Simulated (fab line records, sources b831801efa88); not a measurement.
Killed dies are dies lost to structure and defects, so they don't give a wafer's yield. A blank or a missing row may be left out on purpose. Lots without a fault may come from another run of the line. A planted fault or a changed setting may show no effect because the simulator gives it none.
Which tool did it? | flow sky130 | 24 lots, 72 wafers sampled, at 6 steps of a route of 708

WHAT THE GAUGES READ, wafer by wafer
SKY_FIELD_ISO_THK_MEAS_04.
lot  | measured    | on            | FIELD_ISO_CVD_03_THK (nm)
L074 | day 1 14:01 | film_metro-01 | 166.2 163.7 165.1
L075 | day 1 19:16 | film_metro-01 | 165.9 165.5 167.0
L076 | day 1 23:56 | film_metro-01 | 165.6 166.4 165.3
L077 | day 2 05:25 | film_metro-01 | 166.4 165.9 166.9
L078 | day 2 09:41 | film_metro-04 | 166.5 165.6 166.9
L079 | day 2 16:55 | film_metro-01 | 166.4 166.5 166.6
L080 | day 2 21:32 | film_metro-01 | 167.4 167.6 168.3
L081 | day 3 02:58 | film_metro-01 | 166.5 167.1 167.6
L082 | day 3 06:06 | film_metro-01 | 166.0 165.0 165.6
L083 | day 3 11:40 | film_metro-01 | 169.3 167.0 168.0
L084 | day 3 17:43 | film_metro-01 | 166.6 166.2 166.1
L085 | day 3 21:11 | film_metro-01 | 167.2 167.4 167.5
L086 | day 4 03:10 | film_metro-03 | 166.2 165.5 166.4
L087 | day 4 06:50 | film_metro-01 | 164.4 163.2 164.1
L088 | day 4 11:31 | film_metro-03 | 163.9 163.3 165.2
L089 | day 4 19:08 | film_metro-03 | 164.0 165.7 165.3
L090 | day 5 00:32 | film_metro-04 | 166.2 166.2 165.9
L091 | day 5 03:40 | film_metro-01 | 166.3 166.1 164.9
L092 | day 5 11:38 | film_metro-04 | 166.7 165.6 166.6
L093 | day 5 13:25 | film_metro-04 | 166.1 165.4 166.1
L094 | day 5 18:46 | film_metro-01 | 165.5 165.3 165.6
L095 | day 5 22:45 | film_metro-04 | 163.5 163.7 162.6
L096 | day 6 04:02 | film_metro-01 | 166.6 165.7 166.3
L097 | day 6 09:08 | film_metro-04 | 164.6 164.7 164.1

SKY_VIA3_OVL_MEAS_13.
lot  | measured     | on         | VIA3_OVL (nm)
L074 | day 39 07:37 | overlay-01 | 4 -2 2
L075 | day 39 19:25 | overlay-02 | 4 3 2
L076 | day 41 08:28 | overlay-01 | -5 -1 7
L077 | day 41 06:17 | overlay-02 | 10 13 0
L078 | day 41 08:20 | overlay-02 | 7 3 4
L079 | day 41 09:29 | overlay-01 | -4 2 1
L080 | day 41 11:55 | overlay-02 | -7 0 -1
L081 | day 41 17:14 | overlay-02 | 0 7 -2
L082 | day 41 20:23 | overlay-01 | -12 -7 -2
L083 | day 42 02:23 | overlay-02 | 8 0 7
L084 | day 42 13:59 | overlay-02 | 7 19 12
L085 | day 43 02:16 | overlay-02 | -6 -14 -10
L086 | day 43 11:35 | overlay-02 | -1 -2 1
L087 | day 43 14:23 | overlay-01 | -1 -12 0
L088 | day 43 16:14 | overlay-01 | 6 -2 5
L089 | day 43 18:23 | overlay-01 | -7 -5 0
L090 | day 44 07:23 | overlay-02 | -11 -8 -8
L091 | day 44 07:34 | overlay-01 | 2 -5 6
L092 | day 45 00:17 | overlay-01 | 9 5 13
L093 | day 45 04:49 | overlay-02 | 10 1 2
L094 | day 45 11:46 | overlay-02 | 6 5 -4
L095 | day 45 10:28 | overlay-02 | -5 -1 0
L096 | day 45 14:20 | overlay-02 | -8 -8 -8
L097 | day 45 18:32 | overlay-02 | 6 7 12

SKY_CAP2M_THK_MEAS_01.
lot  | measured     | on            | CAP2M_CVD_00_THK (nm)
L074 | day 39 09:11 | film_metro-02 | 15.59 15.63 15.75
L075 | day 39 21:01 | film_metro-04 | 15.20 15.11 15.57
L076 | day 41 10:02 | film_metro-01 | 15.16 15.25 15.33
L077 | day 41 07:53 | film_metro-02 | 15.16 15.40 15.41
L078 | day 41 09:57 | film_metro-02 | 15.23 15.64 15.39
L079 | day 41 11:07 | film_metro-04 | 15.46 15.42 15.85
L080 | day 41 13:38 | film_metro-01 | 15.52 15.27 15.64
L081 | day 41 18:52 | film_metro-04 | 15.26 15.60 15.64
L082 | day 41 22:23 | film_metro-02 | 15.20 15.48 15.78
L083 | day 42 04:23 | film_metro-01 | 15.53 15.61 15.75
L084 | day 42 16:10 | film_metro-01 | 15.18 15.35 15.37
L085 | day 43 03:50 | film_metro-01 | 15.69 16.08 15.65
L086 | day 43 13:11 | film_metro-02 | 15.59 15.55 15.51
L087 | day 43 15:58 | film_metro-02 | 15.71 15.34 15.66
L088 | day 43 17:50 | film_metro-01 | 15.64 15.78 15.84
L089 | day 43 20:02 | film_metro-04 | 15.81 16.07 16.17
L090 | day 44 08:57 | film_metro-01 | 15.69 15.46 15.71
L091 | day 44 09:11 | film_metro-02 | 15.97 15.83 15.82
L092 | day 45 01:53 | film_metro-04 | 15.36 15.64 15.64
L093 | day 45 06:25 | film_metro-04 | 15.49 15.55 15.68
L094 | day 45 13:21 | film_metro-01 | 15.49 15.67 15.58
L095 | day 45 12:08 | film_metro-02 | 15.09 15.51 15.51
L096 | day 45 15:54 | film_metro-01 | 15.37 15.41 15.55
L097 | day 45 20:07 | film_metro-04 | 15.58 15.47 16.05

WHICH TOOL RAN EACH LOT (tool, then ch and the chambers of the sampled wafers, then the start)
lot  | SKY_NWELL_RTA_28                 | SKY_VT_ADJUST_LVTN_STRIP_20          | SKY_VIA2_CVD_21
L074 | rtp_anneal-02 ch 0, day 5 03:53  | plasma_asher-01 ch 0,1, day 7 12:23  | cvd_w-01 ch 0,1, day 35 23:10
L075 | rtp_anneal-02 ch 0, day 5 14:59  | plasma_asher-03 ch 0,1, day 8 00:02  | cvd_w-02 ch 0,1, day 36 11:23
L076 | rtp_anneal-02 ch 0, day 5 21:39  | plasma_asher-01 ch 0, day 8 08:44    | cvd_w-01 ch 0,1, day 38 03:20
L077 | rtp_anneal-02 ch 0, day 5 23:32  | plasma_asher-01 ch 0,1, day 8 10:17  | cvd_w-02 ch 0,1, day 38 00:22
L078 | rtp_anneal-02 ch 0, day 6 04:59  | plasma_asher-03 ch 1, day 8 15:46    | cvd_w-02 ch 1, day 38 02:57
L079 | rtp_anneal-02 ch 0, day 6 12:23  | plasma_asher-04 ch 0,1, day 9 00:05  | cvd_w-02 ch 0,1, day 38 04:15
L080 | rtp_anneal-02 ch 0, day 6 20:24  | plasma_asher-01 ch 0,1, day 9 08:44  | cvd_w-01 ch 0,1, day 38 07:58
L081 | rtp_anneal-02 ch 0, day 7 03:41  | plasma_asher-01 ch 0,1, day 9 19:07  | cvd_w-01 ch 0,1, day 38 14:12
L082 | rtp_anneal-02 ch 0, day 7 05:32  | plasma_asher-03 ch 0,1, day 9 20:44  | cvd_w-01 ch 0,1, day 38 16:18
L083 | rtp_anneal-01 ch 0, day 7 10:59  | plasma_asher-03 ch 0,1, day 10 02:41 | cvd_w-01 ch 1, day 38 23:14
L084 | rtp_anneal-02 ch 0, day 7 22:02  | plasma_asher-01 ch 0,1, day 10 15:38 | cvd_w-01 ch 0,1, day 39 11:28
L085 | rtp_anneal-02 ch 0, day 8 07:56  | plasma_asher-01 ch 1, day 11 02:04   | cvd_w-02 ch 0,1, day 40 00:23
L086 | rtp_anneal-01 ch 0, day 8 09:02  | plasma_asher-01 ch 0,1, day 11 03:27 | cvd_w-02 ch 0,1, day 40 10:03
L087 | rtp_anneal-01 ch 0, day 8 14:34  | plasma_asher-03 ch 0,1, day 11 09:49 | cvd_w-02 ch 0,1, day 40 13:09
L088 | rtp_anneal-02 ch 0, day 8 19:59  | plasma_asher-03 ch 0,1, day 11 15:33 | cvd_w-02 ch 0,1, day 40 15:07
L089 | rtp_anneal-02 ch 0, day 9 03:41  | plasma_asher-04 ch 0,1, day 12 01:17 | cvd_w-02 ch 0,1, day 40 18:12
L090 | rtp_anneal-01 ch 0, day 9 10:34  | plasma_asher-04 ch 0,1, day 12 07:50 | cvd_w-01 ch 0,1, day 41 07:04
L091 | rtp_anneal-02 ch 0, day 9 12:19  | plasma_asher-03 ch 0,1, day 12 10:05 | cvd_w-01 ch 0,1, day 41 07:14
L092 | rtp_anneal-02 ch 0, day 10 09:27 | plasma_asher-01 ch 0,1, day 13 09:25 | cvd_w-02 ch 0,1, day 42 01:20
L093 | rtp_anneal-01 ch 0, day 10 10:29 | plasma_asher-04 ch 0,1, day 13 11:05 | cvd_w-01 ch 0,1, day 42 05:31
L094 | rtp_anneal-01 ch 0, day 10 18:53 | plasma_asher-01 ch 0,1, day 13 20:02 | cvd_w-02 ch 0,1, day 42 13:16
L095 | rtp_anneal-02 ch 0, day 10 18:44 | plasma_asher-04 ch 0,1, day 13 19:58 | cvd_w-02 ch 0,1, day 42 12:00
L096 | rtp_anneal-02 ch 0, day 10 21:50 | plasma_asher-01 ch 0,1, day 14 00:43 | cvd_w-01 ch 0,1, day 42 16:40
L097 | rtp_anneal-01 ch 0, day 11 02:04 | plasma_asher-04 ch 0,1, day 14 04:20 | cvd_w-01 ch 0,1, day 42 22:08
- SKY_NWELL_RTA_28: time 30 s.
- SKY_VT_ADJUST_LVTN_STRIP_20: strips in O2/N2.
- SKY_VIA2_CVD_21: deposits W, target thk 420 nm, time 126.4 s.

WHAT THE TOOLS THEMSELVES READ (means of the sampled wafers that have a number; where no wafer has one, the mark that the record gives instead)
SKY_NWELL_RTA_28.
lot  | tool          | chamber_o2_ppm | lamp_power_pct (%) | ramp_up_c_per_s | wafer_temp_C_max
L074 | rtp_anneal-02 | 1.986          | 25.26              | 149.99          | 1054.4
L075 | rtp_anneal-02 | 1.998          | 25.30              | 150.01          | 1054.0
L076 | rtp_anneal-02 | 1.982          | 25.36              | 149.98          | 1055.1
L077 | rtp_anneal-02 | 1.992          | 25.33              | 149.98          | 1055.5
L078 | rtp_anneal-02 | 2.004          | 25.29              | 150.03          | 1055.1
L079 | rtp_anneal-02 | 1.969          | 25.30              | 149.99          | 1054.8
L080 | rtp_anneal-02 | 1.980          | 25.27              | 149.97          | 1053.5
L081 | rtp_anneal-02 | 2.028          | 25.34              | 149.99          | 1055.3
L082 | rtp_anneal-02 | 2.004          | 25.35              | 150.00          | 1054.2
L083 | rtp_anneal-01 | 1.997          | 25.31              | 149.99          | 1055.3
L084 | rtp_anneal-02 | 1.991          | 25.32              | 149.96          | 1055.1
L085 | rtp_anneal-02 | 1.988          | 25.30              | 150.01          | 1054.2
L086 | rtp_anneal-01 | 2.016          | 25.35              | 150.03          | 1054.3
L087 | rtp_anneal-01 | 2.007          | 25.27              | 150.04          | 1054.4
L088 | rtp_anneal-02 | 2.007          | 25.32              | 149.98          | 1054.4
L089 | rtp_anneal-02 | 2.020          | 25.29              | 149.99          | 1054.1
L090 | rtp_anneal-01 | 1.987          | 25.36              | 150.01          | 1054.9
L091 | rtp_anneal-02 | 1.992          | 25.30              | 149.99          | 1055.5
L092 | rtp_anneal-02 | 1.986          | 25.34              | 150.00          | 1054.0
L093 | rtp_anneal-01 | 1.987          | 25.29              | 150.00          | 1055.0
L094 | rtp_anneal-01 | 1.988          | 25.35              | 150.01          | 1054.9
L095 | rtp_anneal-02 | 2.016          | 25.38              | 150.01          | 1054.9
L096 | rtp_anneal-02 | 1.977          | 25.33              | 150.01          | 1055.0
L097 | rtp_anneal-01 | 2.003          | 25.29              | 150.00          | 1055.1

SKY_VT_ADJUST_LVTN_STRIP_20.
lot  | tool            | drypump_motor_current_A (A) | oes_product_au (a.u.) | strip_time_to_endpoint_s (s)
L074 | plasma_asher-01 | 5.7                         | 0.713                 | 14.18
L075 | plasma_asher-03 | 5.6                         | 0.719                 | 14.10
L076 | plasma_asher-01 | 5.3                         | 0.712                 | 14.19
L077 | plasma_asher-01 | 6.1                         | 0.716                 | 14.16
L078 | plasma_asher-03 | 6.5                         | 0.713                 | 14.23
L079 | plasma_asher-04 | 5.5                         | 0.719                 | 14.20
L080 | plasma_asher-01 | 6.1                         | 0.719                 | 14.21
L081 | plasma_asher-01 | 5.7                         | 0.714                 | 14.06
L082 | plasma_asher-03 | 5.6                         | 0.716                 | 14.20
L083 | plasma_asher-03 | 6.1                         | 0.717                 | 14.23
L084 | plasma_asher-01 | 5.7                         | 0.713                 | 14.19
L085 | plasma_asher-01 | 6.6                         | 0.714                 | 14.24
L086 | plasma_asher-01 | 5.7                         | 0.715                 | 14.17
L087 | plasma_asher-03 | 5.6                         | 0.712                 | 14.16
L088 | plasma_asher-03 | 5.6                         | 0.717                 | 14.16
L089 | plasma_asher-04 | 5.5                         | 0.720                 | 14.23
L090 | plasma_asher-04 | 5.5                         | 0.716                 | 14.22
L091 | plasma_asher-03 | 5.6                         | 0.712                 | 14.19
L092 | plasma_asher-01 | 6.1                         | 0.720                 | 14.27
L093 | plasma_asher-04 | 5.5                         | 0.718                 | 14.17
L094 | plasma_asher-01 | 6.1                         | 0.716                 | 14.15
L095 | plasma_asher-04 | 5.8                         | 0.716                 | 14.21
L096 | plasma_asher-01 | 6.1                         | 0.716                 | 14.19
L097 | plasma_asher-04 | 5.5                         | 0.716                 | 14.16

SKY_VIA2_CVD_21.
lot  | tool     | heater_power_w (W)
L074 | cvd_w-01 | 876
L075 | cvd_w-02 | 809
L076 | cvd_w-01 | 879
L077 | cvd_w-02 | 818
L078 | cvd_w-02 | 795
L079 | cvd_w-02 | 803
L080 | cvd_w-01 | 881
L081 | cvd_w-01 | 873
L082 | cvd_w-01 | 874
L083 | cvd_w-01 | 908
L084 | cvd_w-01 | 869
L085 | cvd_w-02 | 764
L086 | cvd_w-02 | 767
L087 | cvd_w-02 | 767
L088 | cvd_w-02 | 768
L089 | cvd_w-02 | 777
L090 | cvd_w-01 | 869
L091 | cvd_w-01 | 878
L092 | cvd_w-02 | 790
L093 | cvd_w-01 | 867
L094 | cvd_w-02 | 772
L095 | cvd_w-02 | 766
L096 | cvd_w-01 | 887
L097 | cvd_w-01 | 883

THE ANSWER, worked out from the rows above alone
Rule: what is usual is taken from the lots themselves. Put in order of their means at a reading, lots are off if they are a third of the lots or fewer, leave a main group of 4 or more, and stand apart from it by a gap of 3 or more times the standard deviation of the main group's means; of several such gaps the widest counts. A main group whose means are all the same, to the digits that the tables above print for the reading, isn't used. A lot without any number at a reading at which 4 lots or more have one is off too. The other lots that the step has rows for count as sound. The gauges are gone through in route order, then the tools' own readings, and for those a lot's mean is taken as printed above. The first step at which some lot is off is used, and at that step the reading that is off furthest; a lot without a number counts as furthest.
No lot is off at any reading shown: from this, nothing can be told.

WHAT THE SIMULATOR HAD PUT IN
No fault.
